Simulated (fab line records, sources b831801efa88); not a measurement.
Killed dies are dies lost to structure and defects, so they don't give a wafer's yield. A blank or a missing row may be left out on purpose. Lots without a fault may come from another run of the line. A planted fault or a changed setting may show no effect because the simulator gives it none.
fab line records | flow sky130
record lots=6 wafers=18 last_day=50
route steps=708 shown METAL5@669 PASSIVATION@681 PAD_OPEN@694
lots that met no fault: from a run of the same line without faults
start_h: hours from the record's first day to the start of the lot's first wafer shown | wait_h: hours since the lot's step before | " the same as in the row above | L1.1+2: a row that stands for several wafers | - no value, or no start given | * or withheld: withheld | < > ~ a bound
route shown NAME@n: a module of which the file shows steps, and the number in the route of the first | usual: mean/standard deviation of fault-free wafers | same: alike in all rows | chamber/n: place in a boat | sites: the reading at each site | _std_site: their standard deviation | _edge_site: outer sites' mean less inner sites' | radius_mm: how far each site lies from the wafer's centre | mask NAME#n: copy n | behind: the tool/chamber that last shaped the wafer | hold: why the lot was held/for how many hours/how that ended | device: the transistor (n, p or np) that didn't switch | end of line: the same wafers' tests at the end of the route | a step without rows: its recipe alone | killed: dies lost to structure and defects at the first sort, not the wafer's yield | map: a wafer's dies, x killed, . not, _ none there
set.NAME: the setting as run; set.NAME@STEP: as run at that earlier step | model.NAME: the simulator's own value behind a step, which no gauge read
lots at some steps of the route; a table a step, a row a wafer
services: from which hour (start_h, from the record's first day; less than 0 if before it) a tool's chamber was out of use, for how many hours, and why
## steps
# step SKY_METAL5_HMDS_08
# recipe prime_time_s=60 prime_temp_c=120
# step SKY_METAL5_COAT_09
# recipe resist=NOVOLAK spin_rpm=3000 resist_thk_nm=1800
# step SKY_METAL5_SOFTBAKE_10
# recipe temp_c=90 time_s=60 resist=NOVOLAK
# step SKY_METAL5_EXPOSE_11
# recipe mask_id=MM5 na=0.6 source_shape=conventional sigma_outer=0.6 polarization=unpolarized target_cd_nm=1600 dose_mj=190
# step SKY_METAL5_PEB_12
# recipe temp_c=withheld time_s=* resist=NOVOLAK
# step SKY_METAL5_DEVELOP_13
# recipe resist=NOVOLAK developer=TMAH develop_time_s=60 dev_temp_c=23
# step SKY_METAL5_DESCUM_14
# recipe chemistry=O2 source_power_w=150 bias_power_w=0 pressure_mtorr=10 temp_c=40 time_s=11
# usual chamber_pressure_mTorr=10.001/0.01 drypump_motor_current_A=5.97/0.21 oes_product_au=0.998/0.01
# columns lot.wafer tool chamber start_h wait_h chamber_pressure_mTorr drypump_motor_current_A oes_product_au rf_hours_counter_h
L444.1 rie_metal-04 1 1049.06 0.1 9.995 6.01 0.994 18
L444.5 " 0 " " 10.001 6.37 1.002 -
L444.6 " 1 " " 10.003 6.00 1.007 -
L445.1 rie_metal-03 0 1055.18 0.1 9.995 5.92 1.009 17
L445.4 " 0 " " 9.999 5.90 1.009 -
L445.6 " 0 " " 9.995 5.89 1.018 -
L451.1 rie_metal-02 1 1091.07 0.1 10.006 5.69 0.998 14
L451.3 " 0 " " 9.987 5.92 0.986 -
L451.4 " 1 " " 10.003 5.70 0.996 -
L452.2 rie_metal-04 1 1100.98 0.1 10.011 5.97 0.988 22
L452.3 " 0 " " 10.010 6.41 1.004 -
L452.6 " 0 " " 10.000 6.40 1.003 -
L456.2 rie_metal-04 0 1119.78 0.1 10.001 6.36 1.003 7
L456.4 " 1 " " 10.009 5.97 1.015 -
L456.5 " 1 " " 10.010 5.99 1.007 -
L463.1 rie_metal-02 1 1154.73 0.1 10.004 5.68 1.002 19
L463.3 " 0 " " 9.974 5.92 0.990 -
L463.5 " 0 " " 9.996 5.90 0.990 -
# step SKY_METAL5_METAL_ETCH_15
# recipe target_depth_a=12600 stop_on=SiO2 over_etch_frac=0.2 time_s=252 chemistry=Cl2/BCl3 resist_sidewall_deg=86 pressure_mtorr=10 icp_w=900 bias_w=48.5 Cl2_flow_sccm=60 bcl3_flow_sccm=30
# usual bcl3_flow_sccm=29.99/0.084 chamber_pressure_mTorr=10.000/0.0087 drypump_motor_current_A=5.97/0.21 oes_product_au=0.893/0.0053 throttle_valve_pct=22.265/0.0081
# columns lot.wafer tool chamber start_h wait_h bcl3_flow_sccm chamber_pressure_mTorr drypump_motor_current_A oes_product_au rf_hours_counter_h throttle_valve_pct
L444.1 rie_metal-04 1 1049.10 0.0 29.83 10.014 5.99 0.889 18 22.248
L444.5 " 0 " " 29.98 9.985 6.37 0.887 - 22.259
L444.6 " 1 " " 30.00 9.993 5.93 0.888 - 22.266
L445.1 rie_metal-03 0 1055.21 0.0 30.00 9.994 5.90 0.894 17 22.263
L445.4 " 0 " " 30.00 9.997 5.93 0.889 - 22.277
L445.6 " 0 " " 29.90 10.004 5.90 0.902 - 22.267
L451.1 rie_metal-02 1 1091.10 0.0 29.99 10.007 5.69 0.899 14 22.280
L451.3 " 0 " " 30.08 9.999 5.89 0.889 - 22.270
L451.4 " 1 " " 29.85 9.996 5.71 0.893 - 22.253
L452.2 rie_metal-04 1 1101.01 0.0 29.96 10.015 5.97 0.892 22 22.278
L452.3 " 0 " " 30.06 10.000 6.39 0.902 - 22.256
L452.6 " 0 " " 30.02 9.992 6.38 0.891 - 22.267
L456.2 rie_metal-04 0 1119.81 0.0 30.05 9.991 6.36 0.907 7 22.268
L456.4 " 1 " " 29.95 9.998 6.01 0.895 - 22.265
L456.5 " 1 " " 30.01 10.022 5.97 0.896 - 22.263
L463.1 rie_metal-02 1 1154.76 0.0 29.98 9.961 5.71 0.893 19 22.275
L463.3 " 0 " " 30.14 9.996 5.89 0.894 - 22.269
L463.5 " 0 " " 29.92 10.004 5.92 0.886 - 22.260
# step SKY_METAL5_STRIP_16
# recipe chemistry=O2/N2 power_w=1400 pressure_mtorr=1500 platen_temp_c=withheld o2_flow_sccm=3000 n2_flow_sccm=300 overash_fraction=0.5
# step SKY_METAL5_STRIP_17
# recipe chemistry=post_etch_residue_remover time_s=1200 temp_c=72.5
# step SKY_METAL5_CLEAN_18
# recipe chemistry=IPA time_s=180 temp_c=25
# step SKY_METAL5_CLEAN_19
# recipe chemistry=O3/DIW dry=n2_spin
# step SKY_PASSIVATION_CVD_00
# recipe material=SiO2 target_thk_nm=90 temp_c=400 time_s=withheld rf_w=600
# usual heater_power_w=681/68
# columns lot.wafer tool chamber start_h wait_h heater_power_w model.SiO2_of_PASSIVATION_CVD_00.thk_nm
L444.1 pecvd-01 1 1049.98 0.0 688 90.78
L444.5 " 2 " " 566 92.26
L444.6 " 1 " " 670 92.54
L445.1 pecvd-02 0 1056.14 0.0 658 87.47
L445.4 " 1 " " 602 90.31
L445.6 " 0 " " 663 90.25
L451.1 pecvd-02 2 1091.93 0.0 741 58.73
L451.3 " 1 " " 679 57.83
L451.4 " 0 " " 626 90.96
L452.2 pecvd-02 2 1101.84 0.0 653 90.81
L452.3 " 1 " " 672 58.13
L452.6 " 2 " " 647 93.35
L456.2 pecvd-01 1 1120.68 0.0 610 90.05
L456.4 " 1 " " 599 90.53
L456.5 " 0 " " 560 89.69
L463.1 pecvd-01 1 1155.59 0.0 611 89.87
L463.3 " 2 " " 661 90.97
L463.5 " 0 " " 600 89.6
# step SKY_PASSIVATION_THK_MEAS_01
# recipe reads=SiO2_of_PASSIVATION_CVD_00
# usual PASSIVATION_CVD_00_THK=90.4/1.2
# columns lot.wafer tool chamber start_h wait_h PASSIVATION_CVD_00_THK[nm]
L444.1 film_metro-02 - 1050.00 - 90.7
L444.5 " - " " 92.3
L444.6 " - " " 92.5
L445.1 film_metro-01 - 1056.16 - 87.5
L445.4 " - " " 90.3
L445.6 " - " " 90.3
L451.1 film_metro-01 - 1091.95 - 58.7
L451.3 " - " " 57.9
L451.4 " - " " 90.9
L452.2 film_metro-01 - 1101.87 - 90.8
L452.3 " - " " 58.1
L452.6 " - " " 93.3
L456.2 film_metro-02 - 1120.71 - 90.1
L456.4 " - " " 90.5
L456.5 " - " " 89.8
L463.1 film_metro-02 - 1155.61 - 89.9
L463.3 " - " " 91.0
L463.5 " - " " 89.6
# step SKY_PASSIVATION_CVD_02
# recipe material=Si3N4 target_thk_nm=540 temp_c=400 time_s=withheld rf_w=450
# usual heater_power_w=736/69
# columns lot.wafer tool chamber start_h wait_h heater_power_w
L444.1 pecvd-04 2 1050.06 0.1 799
L444.5 " 0 " " 846
L444.6 " 2 " " 691
L445.1 pecvd-01 2 1056.22 0.1 722
L445.4 " 2 " " 601
L445.6 " 1 " " 683
L451.1 pecvd-01 1 1092.01 0.1 717
L451.3 " 1 " " 723
L451.4 " 0 " " 740
L452.2 pecvd-04 0 1101.92 0.0 739
L452.3 " 2 " " 721
L452.6 " 1 " " 841
L456.2 pecvd-02 1 1120.76 0.0 740
L456.4 " 2 " " 759
L456.5 " 1 " " 747
L463.1 pecvd-02 2 1155.67 0.1 674
L463.3 " 0 " " 705
L463.5 " 2 " " 714
# step SKY_PASSIVATION_THK_MEAS_03
# recipe reads=Si3N4_of_PASSIVATION_CVD_02
# usual PASSIVATION_CVD_02_THK=541/6.6
# columns lot.wafer tool chamber start_h wait_h PASSIVATION_CVD_02_THK[nm]
L444.1 film_metro-01 - 1050.40 - 537
L444.5 " - " " 544
L444.6 " - " " 546
L445.1 film_metro-01 - 1056.45 - 528
L445.4 " - " " 538
L445.6 " - " " 548
L451.1 film_metro-02 - 1092.35 - 543
L451.3 " - " " 548
L451.4 " - " " 556
L452.2 film_metro-02 - 1102.15 - 539
L452.3 " - " " 537
L452.6 " - " " 545
L456.2 film_metro-01 - 1121.00 - 528
L456.4 " - " " 543
L456.5 " - " " 539
L463.1 film_metro-01 - 1155.90 - 539
L463.3 " - " " 537
L463.5 " - " " 539
# step SKY_PASSIVATION_DEHYDRATE_04
# recipe temp_c=200 time_s=60
# step SKY_PASSIVATION_HMDS_05
# recipe prime_time_s=60 prime_temp_c=120
# step SKY_PASSIVATION_COAT_06
# recipe spin_rpm=2000 resist_thk_nm=3000
# step SKY_PASSIVATION_SOFTBAKE_07
# recipe temp_c=110 time_s=withheld
# step SKY_PASSIVATION_EXPOSE_08
# recipe mask_id=NSM target_cd_nm=3000 na=0.57 dose_mj=260
# step SKY_PASSIVATION_PEB_09
# recipe temp_c=115 time_s=withheld
# step SKY_PASSIVATION_DEVELOP_10
# recipe develop_time_s=60 dev_temp_c=23
# step SKY_PASSIVATION_ETCH_11
# recipe chemistry=CF4/O2 target_depth_nm=725 stop_on=AlCu source_w=776.1 bias_w=150 pressure_mtorr=150 cf4_flow_sccm=80 O2_flow_sccm=10 time_s=161.1
# usual cf4_flow_sccm=79.98/0.23 chamber_pressure_mTorr=149.98/0.15 drypump_motor_current_A=5.5/0.62 oes_product_au=0.973/0.0065 throttle_valve_pct=5.964/0.0089
# columns lot.wafer tool chamber start_h wait_h cf4_flow_sccm chamber_pressure_mTorr drypump_motor_current_A oes_product_au rf_hours_counter_h throttle_valve_pct model.PASSIVATION.feature_depth_nm model.etch.depth_nm
L444.1 rie_diel-03 1 1071.52 - 80.30 149.89 4.8 0.976 16 5.974 701.3 701.3
L444.5 " 1 " " 79.70 150.12 4.8 0.979 - 5.956 709.3 709.3
L444.6 " 2 " " 79.95 149.97 5.0 0.980 - 5.972 706.5 706.5
L445.1 rie_diel-04 3 1077.62 - 79.90 149.96 5.6 0.957 4 5.979 690.5 690.5
L445.4 " 1 " " 80.06 149.86 5.1 0.968 26 5.953 700.5 700.5
L445.6 " 0 " " 80.16 150.10 5.7 0.969 - 5.967 701.1 701.1
L451.1 rie_diel-01 1 1112.52 - 80.01 150.17 6.2 0.951 3 5.962 675.9 675.9
L451.3 " 2 " " 79.86 149.96 5.1 0.957 9 5.961 680.7 680.7
L451.4 " 0 " " 80.01 150.16 5.4 0.987 0 5.969 712 712
L452.2 rie_diel-01 3 1121.73 - 79.83 149.91 6.8 0.982 19 5.950 703.4 703.4
L452.3 " 1 " " 79.88 149.94 6.2 0.955 4 5.943 669.1 669.1
L452.6 " 1 " " 79.97 149.94 6.2 0.978 - 5.967 704 704
L456.2 rie_diel-03 0 1139.53 - 80.10 150.06 5.1 0.969 5 5.965 692.7 692.7
L456.4 " 3 " " 79.70 150.13 5.2 0.967 20 5.961 690.8 690.8
L456.5 " 3 " " 79.88 150.34 5.2 0.964 - 5.950 695.8 695.8
L463.1 rie_diel-01 1 1173.07 - 79.90 149.94 6.2 0.970 5 5.974 702.2 702.2
L463.3 " 2 " " 80.03 149.83 5.1 0.971 11 5.961 697.6 697.6
L463.5 " 2 " " 80.08 150.06 5.1 0.966 - 5.950 693.1 693.1
# step SKY_PASSIVATION_STRIP_12
# recipe chemistry=O2/N2 power_w=1400 pressure_mtorr=1500 platen_temp_c=withheld overash_fraction=0.7 o2_flow_sccm=3000 n2_flow_sccm=300
# usual chamber_pressure_mTorr=1500.0/1.4 drypump_motor_current_A=6.07/0.22 oes_product_au=0.661/0.0048 strip_time_to_endpoint_s=31.70/0.11
# columns lot.wafer tool chamber start_h wait_h chamber_pressure_mTorr drypump_motor_current_A oes_product_au rf_hours_counter_h strip_time_to_endpoint_s
L444.1 plasma_asher-03 0 1071.63 0.1 1503.2 6.19 0.669 1 31.69
L444.5 " 0 " " 1499.0 6.19 0.660 - 31.72
L444.6 " 1 " " 1502.2 6.29 0.662 - 31.77
L445.1 plasma_asher-04 0 1077.73 0.1 1498.1 5.79 0.665 66 31.72
L445.4 " 0 " " 1498.0 5.80 0.663 - 31.70
L445.6 " 1 " " 1500.9 5.87 0.665 - 31.68
L451.1 plasma_asher-04 0 1112.63 0.1 1499.6 5.76 0.659 69 31.87
L451.3 " 1 " " 1498.7 5.90 0.654 - 31.78
L451.4 " 0 " " 1500.7 5.77 0.656 - 31.85
L452.2 plasma_asher-03 1 1121.83 0.1 1501.0 6.29 0.659 6 31.70
L452.3 " 0 " " 1498.7 6.20 0.659 - 31.76
L452.6 " 0 " " 1501.5 6.17 0.661 - 31.76
L456.2 plasma_asher-01 0 1139.63 0.1 1499.9 6.04 0.663 103 31.63
L456.4 " 0 " " 1500.4 6.02 0.661 - 31.83
L456.5 " 1 " " 1498.6 6.38 0.655 - 31.77
L463.1 plasma_asher-01 1 1173.18 0.1 1501.5 6.35 0.661 106 31.81
L463.3 " 0 " " 1501.2 6.03 0.657 - 31.89
L463.5 " 0 " " 1499.7 6.03 0.650 - 31.79
# step SKY_PAD_OPEN_DEHYDRATE_00
# recipe temp_c=200 time_s=60
# step SKY_PAD_OPEN_HMDS_01
# recipe prime_time_s=60 prime_temp_c=120
# step SKY_PAD_OPEN_COAT_02
# recipe spin_rpm=2000 resist_thk_nm=3000
# step SKY_PAD_OPEN_SOFTBAKE_03
# recipe temp_c=110 time_s=withheld
# step SKY_PAD_OPEN_EXPOSE_04
# recipe mask_id=PDM target_cd_nm=60000 na=0.57 dose_mj=260
# step SKY_PAD_OPEN_PEB_05
# recipe temp_c=115 time_s=withheld
# step SKY_PAD_OPEN_DEVELOP_06
# recipe develop_time_s=58.61 dev_temp_c=23
# step SKY_PAD_OPEN_ETCH_07
# recipe chemistry=CF4/O2 target_depth_nm=725 stop_on=AlCu source_w=800 bias_w=150 pressure_mtorr=150 cf4_flow_sccm=80 O2_flow_sccm=10 time_s=161.1
# usual cf4_flow_sccm=79.97/0.25 chamber_pressure_mTorr=150.00/0.14 drypump_motor_current_A=5.3/0.41 oes_product_au=0.979/0.0071 throttle_valve_pct=5.965/0.0093
# columns lot.wafer tool chamber start_h wait_h cf4_flow_sccm chamber_pressure_mTorr drypump_motor_current_A oes_product_au rf_hours_counter_h throttle_valve_pct model.PAD_OPEN.feature_depth_nm model.etch.depth_nm
L444.1 rie_diel-03 0 1091.28 - 80.12 149.97 5.1 0.981 3 5.961 701.3 701.3
L444.5 " 1 " " 80.13 150.12 4.8 0.981 - 5.971 710.1 710.1
L444.6 " 2 " " 79.98 150.08 5.0 0.983 - 5.963 712.1 712.1
L445.1 rie_diel-03 0 1098.08 - 79.83 149.92 5.1 0.971 4 5.952 690.5 690.5
L445.4 " 1 " " 79.82 149.95 4.8 0.970 17 5.963 703.5 703.5
L445.6 " 0 " " 79.89 150.03 5.1 0.995 - 5.979 712.8 712.8
L451.1 rie_diel-03 3 1131.86 - 80.33 150.09 5.2 0.958 19 5.963 675.9 675.9
L451.3 " 0 " " 79.81 150.07 5.1 0.964 5 5.964 680.7 680.7
L451.4 " 1 " " 79.99 149.86 4.8 0.987 18 5.969 719.1 719.1
L452.2 rie_diel-04 3 1140.46 - 79.76 150.00 5.6 0.977 6 5.960 703.4 703.4
L452.3 " 2 " " 79.42 150.04 5.0 0.950 21 5.953 669.1 669.1
L452.6 " 0 " " 79.83 149.82 5.7 0.996 - 5.954 712.5 712.5
L456.2 rie_diel-04 3 1157.47 - 80.40 149.92 5.6 0.971 7 5.963 692.7 692.7
L456.4 " 0 " " 80.16 149.90 5.7 0.989 5 5.961 707.5 707.5
L456.5 " 0 " " 80.28 150.01 5.7 0.978 - 5.978 702.5 702.5
L463.1 rie_diel-02 3 1189.17 - 79.86 150.12 5.0 0.977 26 5.961 702.2 702.2
L463.3 " 2 " " 80.12 150.20 6.3 0.968 13 5.948 701.1 701.1
L463.5 " 2 " " 80.35 149.87 6.4 0.975 - 5.968 702 702
# step SKY_PAD_OPEN_STRIP_08
# recipe chemistry=O2/N2 power_w=1400 pressure_mtorr=1500 platen_temp_c=withheld overash_fraction=0.7 o2_flow_sccm=3000 n2_flow_sccm=300
# usual chamber_pressure_mTorr=1500.0/1.4 drypump_motor_current_A=6.16/0.25 oes_product_au=0.663/0.0045 strip_time_to_endpoint_s=37.12/0.1
# columns lot.wafer tool chamber start_h wait_h chamber_pressure_mTorr drypump_motor_current_A oes_product_au rf_hours_counter_h strip_time_to_endpoint_s
L444.1 plasma_asher-02 1 1091.38 0.1 1500.3 6.08 0.662 32 37.26
L444.5 " 0 " " 1499.2 6.69 0.660 - 37.32
L444.6 " 1 " " 1501.2 6.08 0.670 - 37.26
L445.1 plasma_asher-03 1 1098.18 0.1 1498.8 6.30 0.663 3 36.88
L445.4 " 1 " " 1499.9 6.29 0.664 - 36.98
L445.6 " 0 " " 1502.3 6.21 0.663 - 36.92
L451.1 plasma_asher-03 0 1131.97 0.1 1500.0 6.16 0.657 7 37.20
L451.3 " 0 " " 1500.5 6.16 0.660 - 37.03
L451.4 " 1 " " 1500.3 6.31 0.671 - 37.17
L452.2 plasma_asher-03 0 1140.57 0.1 1501.3 6.19 0.667 8 37.25
L452.3 " 1 " " 1500.1 6.30 0.665 - 37.18
L452.6 " 0 " " 1498.3 6.18 0.652 - 37.22
L456.2 plasma_asher-02 1 1157.58 0.1 1499.9 6.08 0.667 39 37.15
L456.4 " 0 " " 1502.3 6.71 0.664 - 37.07
L456.5 " 1 " " 1501.1 6.07 0.658 - 37.08
L463.1 plasma_asher-04 1 1189.28 0.1 1498.9 5.89 0.665 77 37.01
L463.3 " 1 " " 1500.2 5.89 0.668 - 37.20
L463.5 " 1 " " 1499.7 5.90 0.666 - 36.94
# step SKY_PAD_OPEN_PROBE_99
# usual defect_limited_yield=82.7/1.7 killed_at_M0_to_M3=44/7.1 killed_at_M4_up=3.3/1.8 killed_at_contacts=23/5.5 killed_at_front_end=15/4.5 killed_at_other=0.2/0.48 killed_dies=85/8.4 killed_open=46/6.6 killed_short=39/6.1 sort_bin_3_pad_short=0.9/0.36 sort_bin_5_function=10.3/1.4 sort_bin_6_memory=6.2/1 sort_n_pass=407/8.4 sort_yield_pct=82.7/1.7
# same gross_dies=492 killed_at_back_side=0 sort_bin_4_leakage[%]=0 sort_bin_8_speed[%]=0
# columns lot.wafer tool chamber start_h wait_h defect_limited_yield[%] killed_at_M0_to_M3 killed_at_M4_up killed_at_contacts killed_at_front_end killed_at_other killed_dies killed_open killed_short sort_bin_3_pad_short[%] sort_bin_5_function[%] sort_bin_6_memory[%] sort_n_pass sort_yield_pct[%]
L445.1 prober-01 - 1101.25 1.0 82.5 48 4 19 15 0 86 46 40 0.6 10.0 6.9 406 82.5
L445.4 prober-01 - 1101.40 1.0 78.3 56 2 34 15 0 107 60 47 0.6 14.4 6.7 385 78.3
L445.6 prober-01 - 1101.50 1.1 81.9 49 3 22 15 0 89 48 41 1.2 10.2 6.7 403 81.9
L452.2 prober-02 - 1142.91 0.1 79.7 48 6 23 23 0 100 51 48 0.8 12.2 7.3 392 79.7
L452.3 prober-02 - 1142.96 0.2 80.5 44 2 22 27 1 96 42 54 1.6 10.4 7.5 396 80.5
L452.6 prober-02 - 1143.11 0.2 82.5 36 6 16 28 0 86 44 42 0.6 9.1 7.7 406 82.5
L463.1 prober-02 - 1191.62 0.1 85.8 38 3 13 16 0 70 37 31 0.6 8.9 4.7 422 85.8
L463.3 prober-02 - 1191.72 0.2 86.2 39 1 16 12 0 68 40 28 0.2 6.5 7.1 424 86.2
L463.5 prober-02 - 1191.82 0.2 82.9 35 4 26 19 0 84 44 38 1.2 10.6 5.3 408 82.9
# killed by level:class
L445.1 VIA1:geometric_particle:open=14 METAL1:geometric_particle:short=10 CONTACT:geometric_particle:open=7 VIA2:geometric_particle:open=6 FIELD_ISO:geometric_particle:open=4 LI_CONTACT:geometric_particle:open=4 METAL4:geometric_particle:short=4 VIA1:geometric_particle:short=4
L445.4 VIA1:geometric_particle:open=13 CONTACT:geometric_particle:open=12 FIELD_ISO:geometric_particle:open=10 VIA2:geometric_particle:open=9 METAL2:geometric_particle:short=7 VIA1:geometric_particle:short=7 CONTACT:geometric_particle:short=6 METAL1:geometric_particle:short=6
L445.6 VIA1:geometric_particle:open=10 VIA2:geometric_particle:open=10 CONTACT:geometric_particle:open=9 LI_CONTACT:geometric_particle:open=7 VIA3:geometric_particle:open=7 FIELD_ISO:geometric_particle:short=5 METAL1:geometric_particle:short=5 VIA1:geometric_particle:short=5
L452.2 VIA1:geometric_particle:open=12 METAL2:geometric_particle:short=9 VIA3:geometric_particle:open=9 POLY_GATE:geometric_particle:short=8 LI_CONTACT:geometric_particle:open=8 POLY_GATE:geometric_particle:open=5 METAL1:geometric_particle:short=5 FIELD_ISO:geometric_particle:short=4
L452.3 POLY_GATE:geometric_particle:short=8 METAL2:geometric_particle:short=8 VIA1:geometric_particle:open=8 CONTACT:geometric_particle:open=6 VIA3:geometric_particle:short=6 FIELD_ISO:geometric_particle:open=5 VIA1:geometric_particle:short=5 VIA3:geometric_particle:open=5
L452.6 VIA1:geometric_particle:open=9 FIELD_ISO:geometric_particle:short=8 FIELD_ISO:geometric_particle:open=7 LI_CONTACT:geometric_particle:open=6 VIA3:geometric_particle:open=6 POLY_GATE:geometric_particle:short=5 CONTACT:geometric_particle:open=4 METAL1:geometric_particle:short=4
L463.1 VIA1:geometric_particle:open=14 POLY_GATE:geometric_particle:open=5 CONTACT:geometric_particle:open=5 METAL2:geometric_particle:short=5 POLY_GATE:geometric_particle:short=4 METAL3:geometric_particle:short=4 VIA3:geometric_particle:open=4 LI_CONTACT:geometric_particle:open=3
L463.3 VIA1:geometric_particle:open=11 FIELD_ISO:geometric_particle:open=6 VIA1:geometric_particle:short=6 VIA3:geometric_particle:open=6 LI_CONTACT:geometric_particle:open=5 FIELD_ISO:geometric_particle:short=4 CONTACT:geometric_particle:open=4 METAL2:geometric_particle:short=4
L463.5 LI_CONTACT:geometric_particle:open=9 CONTACT:geometric_particle:open=8 VIA3:geometric_particle:open=7 FIELD_ISO:geometric_particle:short=4 POLY_GATE:geometric_particle:open=4 LOCAL_INTERCONNECT:geometric_particle:short=4 METAL1:geometric_particle:short=4 VIA3:geometric_particle:short=4
## services
# columns tool chamber start_h hours kind
plasma_asher-04 - 1030.71 1.9 repair
plasma_asher-01 - 1041.62 0.9 repair
plasma_asher-04 - 1042.08 2.2 repair
rie_diel-01 2 1046.15 7.0 repair
rie_diel-04 3 1052.15 9.6 repair
plasma_asher-03 - 1055.26 9.0 pm
rie_diel-04 0 1055.44 20.7 repair
rie_metal-02 - 1059.97 0.2 repair
pecvd-01 - 1063.75 1.1 repair
pecvd-02 2 1064.89 4.6 repair
pecvd-01 2 1081.08 12.3 repair
rie_diel-03 - 1081.20 2.8 pm
plasma_asher-03 - 1086.30 1.7 repair
rie_diel-01 1 1087.20 1.5 repair
plasma_asher-04 - 1103.84 2.8 pm
rie_metal-04 0 1139.26 3.7 repair
pecvd-02 - 1140.54 0.9 repair
rie_diel-03 3 1146.55 5.7 repair
rie_metal-04 - 1147.11 0.4 repair
rie_diel-03 0 1162.95 4.8 repair
rie_diel-01 0 1163.60 25.2 repair
rie_diel-04 3 1167.19 7.9 repair
rie_diel-04 0 1182.17 10.9 repair
rie_diel-03 1 1183.94 11.9 repair
## key
first_sign step=SKY_PASSIVATION_THK_MEAS_01 reading=PASSIVATION_CVD_00_THK direction=down sigmas=27 usual=90.4 struck=58.2
effect step=SKY_PASSIVATION_ETCH_11 reading=oes_product_au direction=down sigmas=2.9 usual=0.973 struck=0.954
effect step=SKY_PAD_OPEN_ETCH_07 reading=oes_product_au direction=down sigmas=3 usual=0.979 struck=0.957
model_effect step=SKY_PASSIVATION_CVD_00 value=SiO2_of_PASSIVATION_CVD_00.thk_nm without=90.53 struck=58.23
model_effect step=SKY_PASSIVATION_ETCH_11 value=PASSIVATION.feature_depth_nm without=699.5 struck=675.2
model_effect step=SKY_PAD_OPEN_ETCH_07 value=PAD_OPEN.feature_depth_nm without=707.5 struck=675.2
met_at SKY_PASSIVATION_CVD_00
struck_wafers L451.1,L451.3,L452.3
onset_between 1056.14 1091.93
fault kind=process_parameter_drift tool=pecvd-02 chamber=- onset_h=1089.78 steps=SKY_PASSIVATION_CVD_00 channel=target_thk_nm offset=-32.546 shape=step end_h=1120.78 scope=struck_wafers_only acts_in=these_recipes_only stated=90
